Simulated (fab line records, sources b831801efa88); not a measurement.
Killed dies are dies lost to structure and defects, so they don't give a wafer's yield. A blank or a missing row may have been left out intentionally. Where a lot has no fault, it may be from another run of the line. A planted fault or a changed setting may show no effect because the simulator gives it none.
A struck lot beside a sound one || flow sky130 || 14 steps out of a route of 708
Sound: these wafers, L633.1, L633.2, L633.3. The struck wafers were L636.1, L636.2, L636.6. At the end, the cause is stated.
At each step with rows: each side's tool, then ch and its chambers, then its first start. Under that, the readings that differ: sound wafers || struck wafers || difference of the means || sigmas: that difference in standard deviations of wafers without a fault.
alike: readings whose means differ by less than 2 such deviations, and words and numbers that are the same on both sides. not compared: withheld readings, readings that some wafer has no value for, bounds like >300 that may hide the same value, and numbers for which the record gives no deviation and whose values overlap.
Wherever a step has rows on one side only, a row that says differs or no value, or a row with sigmas, the two part there. Non-overlapping numbers with no deviation appear without sigmas and do not part them. A reading missing from all wafers of one side parts the sides only when that side holds two or more wafers.

first, 1 step without rows for these wafers: SKY_VT_ADJUST_NCORE_DEVELOP_06 (develop time 60 s).
SKY_VT_ADJUST_NCORE_CD_MEAS_07: the cd target is 380 nm.
  sound on cd_sem-02, day 9 11:56; struck on cd_sem-01, day 10 15:24
  alike: cd_nm
SKY_VT_ADJUST_NCORE_OVL_MEAS_08:
  sound on overlay-02, day 9 12:03; struck on overlay-02, day 10 15:31
{"reading": "VT_ADJUST_NCORE_OVL (nm)", "sound": "1.2 0.4 2.7", "struck": "-2.6 -2.2 -3.5", "difference": -4.2, "sigmas": -3}
then, 1 step without rows for these wafers: SKY_VT_ADJUST_NCORE_IMPLANT_09.
SKY_VT_ADJUST_NCORE_STRIP_10: strips in O2/N2.
  sound on plasma_asher-04 ch 0,1, day 9 12:14; struck on plasma_asher-04 ch 0,1, day 10 15:43
{"reading": "strip_time_to_endpoint_s (s)", "sound": "14.15 14.12 14.14", "struck": "14.19 14.24 14.25", "difference": "+0.09", "sigmas": "+2"}
  alike: drypump_motor_current_A, oes_product_au
  not compared: rf_hours_counter_h
SKY_VT_ADJUST_NCORE_TW_MEAS_11:
  sound on film_metro-03, day 9 12:20; struck on film_metro-01, day 10 15:49
  alike: VT_ADJUST_NCORE_TW
then, 6 steps without rows for these wafers: SKY_VT_ADJUST_HVTR_DEHYDRATE_00 (time 60 s); SKY_VT_ADJUST_HVTR_HMDS_01 (prime time 60 s); SKY_VT_ADJUST_HVTR_COAT_02 (resist thk 1132 nm); SKY_VT_ADJUST_HVTR_SOFTBAKE_03 (time 60 s); SKY_VT_ADJUST_HVTR_EXPOSE_04 (exposes mask HVTRM, target cd 380 nm); SKY_VT_ADJUST_HVTR_PEB_05.
SKY_VT_ADJUST_HVTR_DEVELOP_06: develop time 60 s.
  struck on litho_track-02, day 11 14:23; sound on litho_track-02 ch 0, day 10 10:56
  no value came back on the struck wafers for chill_plate_temp_C (C), develop_time_s (s); on the sound wafers chill_plate_temp_C (C) reads 23.10 23.07 23.10
SKY_VT_ADJUST_HVTR_CD_MEAS_07: the cd target is 380 nm.
  sound on cd_sem-01, day 10 11:05; struck on cd_sem-01, day 11 14:32
{"reading": "cd_nm (nm)", "sound": "375.8 374.1 375.1", "struck": "- - -", "difference": "no value on the struck wafers", "sigmas": ""}

== WHERE THEY PART ==
At SKY_VT_ADJUST_NCORE_OVL_MEAS_08 first; at SKY_VT_ADJUST_HVTR_CD_MEAS_07 last (within this record only).

WHY: the cause the simulator had injected
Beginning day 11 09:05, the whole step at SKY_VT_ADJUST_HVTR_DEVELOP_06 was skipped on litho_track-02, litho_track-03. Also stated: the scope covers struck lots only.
